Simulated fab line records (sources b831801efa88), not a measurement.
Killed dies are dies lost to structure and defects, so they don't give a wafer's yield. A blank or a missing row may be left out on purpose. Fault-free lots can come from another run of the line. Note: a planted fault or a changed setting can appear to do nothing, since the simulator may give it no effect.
Which tool was responsible? :: flow gf180mcu :: 7 lots, 21 wafers sampled, at 2 steps of a route of 602

WHAT EACH GAUGE READ, for each wafer
GF_VT_IMPLANT_TW_MEAS_43.
lot: L303
measured: day 8 04:11
on: film-metro-03
VT_IMPLANT_4_TW: 690 687 686

lot: L307
measured: day 9 06:09
on: film-metro-02
VT_IMPLANT_4_TW: 687 688 682

lot: L309
measured: day 9 21:23
on: film-metro-02
VT_IMPLANT_4_TW: 685 684 687

lot: L312
measured: day 10 14:02
on: film-metro-03
VT_IMPLANT_4_TW: 688 688 686

lot: L316
measured: day 11 22:25
on: film-metro-02
VT_IMPLANT_4_TW: 30 692 691

lot: L321
measured: day 13 05:26
on: film-metro-03
VT_IMPLANT_4_TW: 687 686 685

lot: L323
measured: day 13 16:50
on: film-metro-01
VT_IMPLANT_4_TW: 703 699 702

WHAT TOOL EACH LOT RAN ON (gives the tool, then ch and the chambers of the sampled wafers, and finally the start)
lot: L303
GF_VT_IMPLANT_DEVELOP_39: litho-track-01 ch 0, day 8 03:46

lot: L307
GF_VT_IMPLANT_DEVELOP_39: litho-track-04 ch 0, day 9 05:44

lot: L309
GF_VT_IMPLANT_DEVELOP_39: litho-track-04 ch 0, day 9 20:57

lot: L312
GF_VT_IMPLANT_DEVELOP_39: litho-track-01 ch 0, day 10 13:37

lot: L316
GF_VT_IMPLANT_DEVELOP_39: litho-track-01 ch 0, day 11 22:01

lot: L321
GF_VT_IMPLANT_DEVELOP_39: litho-track-04 ch 0, day 13 04:58

lot: L323
GF_VT_IMPLANT_DEVELOP_39: litho-track-04 ch 0, day 13 16:24
- GF_VT_IMPLANT_DEVELOP_39: develop time 60 s.

THE ANSWER, worked out from the rows above alone
Rule: the lots themselves supply what counts as usual. The widest of any qualifying gaps counts: lots, ordered by their means at a reading, are off when they make up no more than a third of the lots, leave a main group of 4 or more, and stand apart from it by 3 or more times the standard deviation of that group's means. The tables above print the reading to a certain number of digits; a main group whose means all agree to those digits is not used. A lot without any number at a reading at which 4 lots or more have one is off too. All remaining lots with rows at the step are treated as sound.
Off: L316, at GF_VT_IMPLANT_TW_MEAS_43 (VT_IMPLANT_4_TW). Main group: mean 689, sd 5.6.
If a tool, at a process step before that reading, ran all the lots that are off and no sound lot after the first of them, it fits. Gauges at GF_VT_IMPLANT_TW_MEAS_43: tried the same way as those tools. Can't be told from this: 2 tools fit, litho-track-01 at GF_VT_IMPLANT_DEVELOP_39, film-metro-02 at GF_VT_IMPLANT_TW_MEAS_43.

WHAT WAS PUT IN BY THE SIMULATOR
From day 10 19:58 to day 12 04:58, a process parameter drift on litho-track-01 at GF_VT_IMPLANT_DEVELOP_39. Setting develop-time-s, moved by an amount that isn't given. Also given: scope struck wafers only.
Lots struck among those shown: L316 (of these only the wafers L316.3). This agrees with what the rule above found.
